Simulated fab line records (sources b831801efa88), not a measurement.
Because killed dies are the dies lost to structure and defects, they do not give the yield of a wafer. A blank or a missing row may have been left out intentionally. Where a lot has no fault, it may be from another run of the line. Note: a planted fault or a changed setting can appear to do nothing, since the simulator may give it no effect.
Which tool is to blame? -- flow sky130 -- 11 lots with 33 wafers sampled at 3 steps, on a route of 708 steps

## WHAT THE GAUGES SHOWED, per wafer
SKY_SD_N_RS_MEAS_16: measurement is done with a four-point probe. Usual: SD_N_RS 68.59 ohm/sq, standard deviation 0.12.
lot,measured,on,SD_N_RS (ohm/sq),flag
L360,day 27 15:23,film_metro-03,68.63 68.38 68.69,
L362,day 28 12:20,film_metro-02,68.55 68.64 68.68,
L363,day 29 05:44,film_metro-01,68.69 68.72 68.64,
L364,day 29 06:57,film_metro-03,68.47 68.61 68.47,
L367,day 30 09:08,film_metro-02,68.51 68.53 68.52,
L376,day 33 09:17,film_metro-03,69.15 69.22 69.27 69.18 69.17 69.12,OFF
L378,day 33 13:16,film_metro-02,68.65 68.70 68.61,
L377,day 33 17:35,film_metro-01,69.08 69.06 68.95 69.14 69.07 69.12,OFF
L381,day 34 15:19,film_metro-02,68.94 68.69 68.62,
L382,day 35 03:26,film_metro-01,68.67 68.51 68.63,
L383,day 35 12:36,film_metro-02,68.78 68.70 68.68,

## WHICH TOOL RAN EACH LOT (tool, then ch and the chambers of the sampled wafers, then the start)
lot,SKY_SD_N_IMPLANT_09,SKY_SD_N_STRIP_11
L360,"implanter-04 ch 0, day 27 14:43","plasma_asher-04 ch 0,1, day 27 15:00"
L362,"implanter-01 ch 0, day 28 11:40","plasma_asher-04 ch 0,1, day 28 11:58"
L363,"implanter-03 ch 0, day 29 05:04","plasma_asher-04 ch 0,1, day 29 05:21"
L364,"implanter-01 ch 0, day 29 06:16","plasma_asher-04 ch 1, day 29 06:34"
L367,"implanter-03 ch 0, day 30 08:28","plasma_asher-04 ch 0,1, day 30 08:46"
L376,"implanter-03 ch 0, day 33 08:37","plasma_asher-04 ch 0,1, day 33 08:55"
L378,"implanter-01 ch 0, day 33 12:34","plasma_asher-01 ch 0,1, day 33 12:52"
L377,"implanter-03 ch 0, day 33 16:55","plasma_asher-04 ch 0,1, day 33 17:13"
L381,"implanter-01 ch 0, day 34 14:38","plasma_asher-03 ch 0, day 34 14:55"
L382,"implanter-01 ch 0, day 35 02:45","plasma_asher-04 ch 1, day 35 03:01"
L383,"implanter-04 ch 0, day 35 11:55","plasma_asher-01 ch 0,1, day 35 12:13"
- SKY_SD_N_IMPLANT_09
- SKY_SD_N_STRIP_11: strips in O2/N2.

## WHAT THE TOOLS THEMSELVES READ (means of the sampled wafers that have a number; where no wafer has one, the mark that the record gives instead)
SKY_SD_N_IMPLANT_09. Usual: beam_energy_keV 50.002, standard deviation 0.014; dose_ions_cm2 4e+15, standard deviation 4.5e+12.
lot,tool,beam_energy_keV,dose_ions_cm2,flag
L360,implanter-04,49.981,4e+15,
L362,implanter-01,50.010,4e+15,
L363,implanter-03,49.998,4e+15,
L364,implanter-01,49.999,4e+15,
L367,implanter-03,50.021,4e+15,
L376,implanter-03,49.987,4e+15,
L378,implanter-01,49.997,4e+15,
L377,implanter-03,50.000,4e+15,
L381,implanter-01,50.000,4e+15,
L382,implanter-01,50.014,4e+15,
L383,implanter-04,50.007,4e+15,

SKY_SD_N_STRIP_11. Usual: drypump_motor_current_A 5.8 A, standard deviation 0.63; oes_product_au 0.528 a.u., standard deviation 0.0048; strip_time_to_endpoint_s 22.58 s, standard deviation 0.04.
lot,tool,drypump_motor_current_A (A),oes_product_au (a.u.),strip_time_to_endpoint_s (s),flag
L360,plasma_asher-04,6.5,0.525,22.61,
L362,plasma_asher-04,6.3,0.531,22.59,
L363,plasma_asher-04,6.5,0.529,22.53,
L364,plasma_asher-04,6.1,0.526,22.54,
L367,plasma_asher-04,6.5,0.527,22.63,
L376,plasma_asher-04,6.3,0.535,22.29,OFF
L378,plasma_asher-01,5.3,0.533,22.54,
L377,plasma_asher-04,6.5,0.531,22.31,OFF
L381,plasma_asher-03,5.1,0.525,22.53,
L382,plasma_asher-04,6.1,0.529,22.56,
L383,plasma_asher-01,5.3,0.523,22.54,

## THE ANSWER, worked out from the rows above alone
Rule: lot off if the mean of its wafers having a number is beyond 3 standard deviations from the usual mean. Also off: a lot with no number at a reading for which 4 or more lots have one. Any other lot the step has rows for is counted as sound. Order of review: gauges by route order, followed by the tools' own readings, for which a lot's mean as printed above is used. At the first step where some lot is off, the reading lying furthest off is the one used; lots without a number count as furthest.
Off: L376, L377, at SKY_SD_N_RS_MEAS_16 (SD_N_RS).
If a tool, at a process step before that reading, ran all the lots that are off and no sound lot after the first of them, it fits. Not tried: the gauges at SKY_SD_N_RS_MEAS_16; whatever is off there is also off at SKY_SD_N_STRIP_11, on other tools, and gauge error can't account for it. One fits: SKY_SD_N_IMPLANT_09 on implanter-03. Its last sound lot is L367 (day 30 08:28), its first lot that is off L376 (day 33 08:37): a fault that began between those two fits.

## WHAT THE SIMULATOR PUT IN
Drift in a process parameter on implanter-03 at SKY_SD_N_IMPLANT_09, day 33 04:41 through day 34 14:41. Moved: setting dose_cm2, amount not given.
Shown lots that were struck: L376, L377. This agrees with what the rule above found.
